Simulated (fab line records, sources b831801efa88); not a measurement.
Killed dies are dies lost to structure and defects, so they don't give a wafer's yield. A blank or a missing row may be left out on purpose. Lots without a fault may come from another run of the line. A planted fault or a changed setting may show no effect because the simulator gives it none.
fab line records | flow sky130
record lots=12 wafers=36 last_day=51
route steps=708 shown LDD_P@265 SD_P@329 CONTACT@422
lots that met no fault: from a run of the same line without faults
start_h: hours from the record's first day to the start of the lot's first wafer shown | wait_h: hours since the lot's step before | " the same as in the row above | L1.1+2: a row that stands for several wafers | - no value, or no start given | * or withheld: withheld | < > ~ a bound
route shown NAME@n: a module of which the file shows steps, and the number in the route of the first | usual: mean/standard deviation of fault-free wafers | same: alike in all rows | chamber/n: place in a boat | sites: the reading at each site | _std_site: their standard deviation | _edge_site: outer sites' mean less inner sites' | radius_mm: how far each site lies from the wafer's centre | mask NAME#n: copy n | behind: the tool/chamber that last shaped the wafer | hold: why the lot was held/for how many hours/how that ended | device: the transistor (n, p or np) that didn't switch | end of line: the same wafers' tests at the end of the route | a step without rows: its recipe alone | killed: dies lost to structure and defects at the first sort, not the wafer's yield | map: a wafer's dies, x killed, . not, _ none there
set.NAME: the setting as run; set.NAME@STEP: as run at that earlier step | model.NAME: the simulator's own value behind a step, which no gauge read
steps of the route over a sample of lots; a table a step, a row a wafer
services: from which hour (start_h, from the record's first day; less than 0 if before it) a tool's chamber was out of use, for how many hours, and why
## steps
# step SKY_LDD_P_STRIP_10
# recipe chemistry=O2/N2 power_w=1400 pressure_mtorr=1500 platen_temp_c=withheld o2_flow_sccm=3000 n2_flow_sccm=300 overash_fraction=0.5
# usual drypump_motor_current_A=6.0/0.42 oes_product_au=0.716/0.0048 strip_time_to_endpoint_s=14.21/0.042
# columns lot.wafer tool chamber start_h wait_h drypump_motor_current_A oes_product_au rf_hours_counter_h strip_time_to_endpoint_s
L245.1 plasma_asher-01 1 420.67 0.1 5.7 0.720 73 14.23
L245.3 " 1 " " 5.7 0.716 - 14.20
L245.4 " 0 " " 6.7 0.719 - 14.23
L248.1 plasma_asher-02 0 452.97 0.1 5.8 0.715 33 14.12
L248.2 " 1 " " 6.0 0.708 33 14.10
L248.6 " 0 " " 5.8 0.709 - 14.10
L249.1 plasma_asher-03 0 462.05 0.1 6.0 0.716 3 14.21
L249.2 " 1 " " 5.3 0.714 3 14.22
L249.5 " 0 " " 6.0 0.716 - 14.27
L250.1 plasma_asher-01 1 477.37 0.1 5.7 0.722 79 14.22
L250.3 " 1 " " 5.7 0.715 - 14.21
L250.5 " 0 " " 6.7 0.715 - 14.17
L251.1 plasma_asher-01 0 480.20 0.1 6.7 0.709 79 14.16
L251.2 " 1 " " 5.7 0.714 79 14.17
L251.6 " 1 " " 5.7 0.712 - 14.20
L256.2 plasma_asher-03 0 526.27 0.1 6.1 0.712 9 14.25
L256.3 " 0 " " 6.1 0.712 - 14.21
L256.5 " 0 " " 6.1 0.710 - 14.27
L258.3 plasma_asher-03 0 543.94 0.1 6.1 0.714 - 14.23
L258.5 " 1 " " 5.3 0.718 - 14.23
L258.6 " 0 " " 6.0 0.709 - 14.24
L259.2 plasma_asher-02 0 550.57 0.1 5.8 0.700 43 14.25
L259.4 " 0 " " 5.8 0.713 - 14.19
L259.5 " 0 " " 5.8 0.723 - 14.23
L260.1 plasma_asher-03 0 564.50 0.1 6.1 0.722 13 14.25
L260.2 " 1 " " 5.3 0.717 13 14.24
L260.6 " 1 " " 5.3 0.720 - 14.18
L264.3 plasma_asher-02 0 608.60 0.1 5.8 0.728 - 14.19
L264.4 " 1 " " 5.9 0.712 - 14.24
L264.5 " 1 " " 5.9 0.715 - 14.22
L267.1 plasma_asher-01 0 626.37 0.1 6.7 0.712 93 14.15
L267.3 " 1 " " 5.6 0.714 - 14.17
L267.5 " 0 " " 6.7 0.719 - 14.16
L268.1 plasma_asher-02 0 672.25 0.1 5.8 0.720 55 14.17
L268.2 " 1 " " 5.9 0.718 55 14.21
L268.4 " 1 " " 6.0 0.714 - 14.21
# step SKY_SD_P_IMPLANT_09
# recipe species=BF2 energy_kev=20 dose_cm2=3e+15 tilt_deg=0
# usual beam_energy_keV=20.001/0.0068
# columns lot.wafer tool chamber start_h wait_h beam_energy_keV
L245.1 implanter-01 0 573.12 0.0 20.004
L245.3 " 0 " " 20.012
L245.4 " 0 " " 20.014
L248.1 implanter-02 0 605.95 0.0 19.994
L248.2 " 0 " " 19.992
L248.6 " 0 " " 19.997
L249.1 implanter-02 0 616.17 0.0 19.994
L249.2 " 0 " " 19.994
L249.5 " 0 " " 19.994
L250.1 implanter-01 0 629.75 0.0 19.992
L250.3 " 0 " " 19.992
L250.5 " 0 " " 19.997
L251.1 implanter-04 0 630.70 0.0 20.009
L251.2 " 0 " " 20.002
L251.6 " 0 " " 20.002
L256.2 implanter-04 0 674.45 0.0 19.996
L256.3 " 0 " " 20.000
L256.5 " 0 " " 19.997
L258.3 implanter-04 0 689.90 0.1 19.803
L258.5 " 0 " " 19.814
L258.6 " 0 " " 19.801
L259.2 implanter-04 0 696.75 0.0 19.796
L259.4 " 0 " " 19.787
L259.5 " 0 " " 19.787
L260.1 implanter-04 0 709.45 0.0 19.801
L260.2 " 0 " " 19.807
L260.6 " 0 " " 19.801
L264.3 implanter-02 0 754.72 0.1 20.001
L264.4 " 0 " " 19.994
L264.5 " 0 " " 19.988
L267.1 implanter-02 0 769.27 0.0 19.998
L267.3 " 0 " " 20.005
L267.5 " 0 " " 20.001
L268.1 implanter-04 0 811.07 0.0 20.005
L268.2 " 0 " " 20.003
L268.4 " 0 " " 20.007
# step SKY_CONTACT_ETCH_16
# recipe chemistry=N2/H2 target=BARC ion_energy_ev=200 source_w=500 bias_w=100 pressure_mtorr=30 n2_flow_sccm=100 h2_flow_sccm=200 stop_on=SiO2 time_s=45.9 target_depth_a=600
# usual drypump_motor_current_A=5.6/0.39 oes_product_au=0.854/0.0047 rf_fwd_power_W=494.3/2.1 throttle_valve_pct=13.226/0.009
# columns lot.wafer tool chamber start_h wait_h drypump_motor_current_A oes_product_au rf_fwd_power_W rf_hours_counter_h throttle_valve_pct
L245.1 rie_diel-03 2 720.00 0.0 6.0 0.853 490.6 48 13.231
L245.3 " 1 " " 5.7 0.849 494.5 15 13.218
L245.4 " 0 " " 5.1 0.847 495.1 2 13.227
L248.1 rie_diel-01 3 751.55 0.0 6.0 0.854 496.1 14 13.222
L248.2 " 1 " " 5.3 0.858 498.5 12 13.228
L248.6 " 0 " " 5.2 0.855 490.7 - 13.231
L249.1 rie_diel-01 3 761.70 0.0 5.9 0.851 494.8 14 13.220
L249.2 " 0 " " 5.2 0.855 492.5 11 13.224
L249.5 " 1 " " 5.2 0.851 496.8 - 13.226
L250.1 rie_diel-04 2 771.95 0.0 5.5 0.857 490.4 9 13.234
L250.3 " 0 " " 5.5 0.867 491.9 7 13.218
L250.5 " 3 " " 6.1 0.861 495.4 - 13.231
L251.1 rie_diel-03 1 774.55 0.0 5.7 0.857 493.5 17 13.236
L251.2 " 0 " " 5.2 0.854 495.8 4 13.224
L251.6 " 0 " " 5.1 0.857 497.8 - 13.222
L256.2 rie_diel-01 3 813.65 0.0 6.0 0.848 495.4 16 13.220
L256.3 " 0 " " 5.2 0.848 492.2 13 13.233
L256.5 " 1 " " 5.3 0.848 495.1 - 13.209
L258.3 rie_diel-01 2 830.10 0.0 5.1 0.850 492.0 9 13.235
L258.5 " 0 " " 5.2 0.842 492.1 - 13.239
L258.6 " 1 " " 5.2 0.850 497.6 - 13.225
L259.2 rie_diel-01 2 836.62 0.0 5.1 0.858 490.5 9 13.222
L259.4 " 1 " " 5.2 0.854 496.8 14 13.217
L259.5 " 3 " " 6.0 0.853 495.8 - 13.223
L260.1 rie_diel-04 2 847.15 0.0 5.6 0.852 494.7 12 13.218
L260.2 " 1 " " 6.1 0.857 495.3 20 13.233
L260.6 " 2 " " 5.6 0.857 493.9 - 13.222
L264.3 rie_diel-03 0 890.60 0.0 5.2 0.858 495.1 8 13.233
L264.4 " 2 " " 6.0 0.860 491.1 4 13.216
L264.5 " 1 " " 5.7 0.846 493.9 - 13.212
L267.1 rie_diel-04 3 905.80 0.0 6.1 0.853 494.9 11 13.245
L267.3 " 2 " " 5.5 0.851 492.2 13 13.233
L267.5 " 1 " " 6.1 0.856 495.4 - 13.228
L268.1 rie_diel-04 3 943.50 0.0 6.1 0.854 495.1 11 13.252
L268.2 " 1 " " 6.1 0.853 494.7 23 13.212
L268.4 " 2 " " 5.5 0.858 492.1 14 13.231
# step SKY_CONTACT_RS_MEAS_25
# recipe thk_meas_gauge=four-point-probe reads=W_of_CONTACT_CVD_24+TiN_of_CONTACT_SPUTTER_23
# usual CONTACT_W_RS=0.340/0.0045
# columns lot.wafer tool chamber start_h wait_h CONTACT_W_RS[ohm/sq]
L245.1 film_metro-02 - 720.91 0.1 0.326
L245.3 " - " " 0.331
L245.4 " - " " 0.331
L248.1 film_metro-02 - 752.44 0.1 0.343
L248.2 " - " " 0.342
L248.6 " - " " 0.337
L249.1 film_metro-02 - 762.60 0.1 0.340
L249.2 " - " " 0.340
L249.5 " - " " 0.339
L250.1 film_metro-01 - 772.85 0.1 0.340
L250.3 " - " " 0.344
L250.5 " - " " 0.347
L251.1 film_metro-01 - 775.48 0.1 0.339
L251.2 " - " " 0.342
L251.6 " - " " 0.338
L256.2 film_metro-03 - 814.61 0.1 0.345
L256.3 " - " " 0.341
L256.5 " - " " 0.343
L258.3 film_metro-02 - 831.04 0.1 0.332
L258.5 " - " " 0.333
L258.6 " - " " 0.339
L259.2 film_metro-02 - 837.54 0.1 0.342
L259.4 " - " " 0.345
L259.5 " - " " 0.338
L260.1 film_metro-01 - 848.46 0.1 0.335
L260.2 " - " " 0.335
L260.6 " - " " 0.338
L264.3 film_metro-02 - 891.54 0.1 0.343
L264.4 " - " " 0.338
L264.5 " - " " 0.337
L267.1 film_metro-03 - 906.74 0.1 0.342
L267.3 " - " " 0.342
L267.5 " - " " 0.344
L268.1 film_metro-01 - 944.40 0.1 0.342
L268.2 " - " " 0.345
L268.4 " - " " 0.345
## services
# columns tool chamber start_h hours kind
plasma_asher-03 - 421.25 9.0 pm
implanter-04 - 426.68 3.9 repair
rie_diel-04 3 432.95 13.7 repair
implanter-04 - 441.20 0.8 repair
implanter-02 - 455.56 3.8 repair
plasma_asher-03 - 477.49 1.9 repair
rie_diel-01 3 483.23 24.2 repair
rie_diel-04 - 488.85 2.8 pm
plasma_asher-01 - 506.24 2.5 repair
rie_diel-01 3 544.56 11.5 repair
plasma_asher-02 - 563.80 0.5 repair
implanter-04 - 592.62 0.7 repair
implanter-04 - 618.78 4.9 pm
plasma_asher-02 - 619.10 2.8 pm
rie_diel-04 0 622.05 2.9 repair
plasma_asher-02 - 626.37 1.7 repair
implanter-04 - 641.25 2.0 repair
rie_diel-01 1 683.75 8.1 repair
implanter-04 - 719.09 3.9 pm
implanter-04 - 756.53 26.1 pm
rie_diel-01 2 757.74 1.7 repair
rie_diel-01 1 800.78 4.7 repair
implanter-04 - 834.41 5.6 repair
rie_diel-01 3 931.31 23.7 repair
## key
first_sign step=SKY_SD_P_IMPLANT_09 reading=beam_energy_keV direction=down sigmas=30 usual=* struck=*
effect none on later readings
met_at SKY_SD_P_IMPLANT_09
struck_lots L258,L259,L260
tester_left_out L258,L259,L260
not_acting_at SKY_LDD_P_STRIP_10,SKY_CONTACT_ETCH_16,SKY_CONTACT_RS_MEAS_25
onset_between 674.45 689.90
fault kind=process_parameter_drift tool=implanter-04 chamber=- onset_h=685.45 steps=SKY_SD_P_IMPLANT_09 channel=energy_kev offset=* shape=step end_h=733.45 acts_in=* stated=*
# tester_left_out: of these lots the tester's yield and bins aren't shown, on N5 and GAA mostly nor the transistor test; their killed dies are dies lost to structure and defects alone, not to doping, threshold or leakage, so they don't give the yield
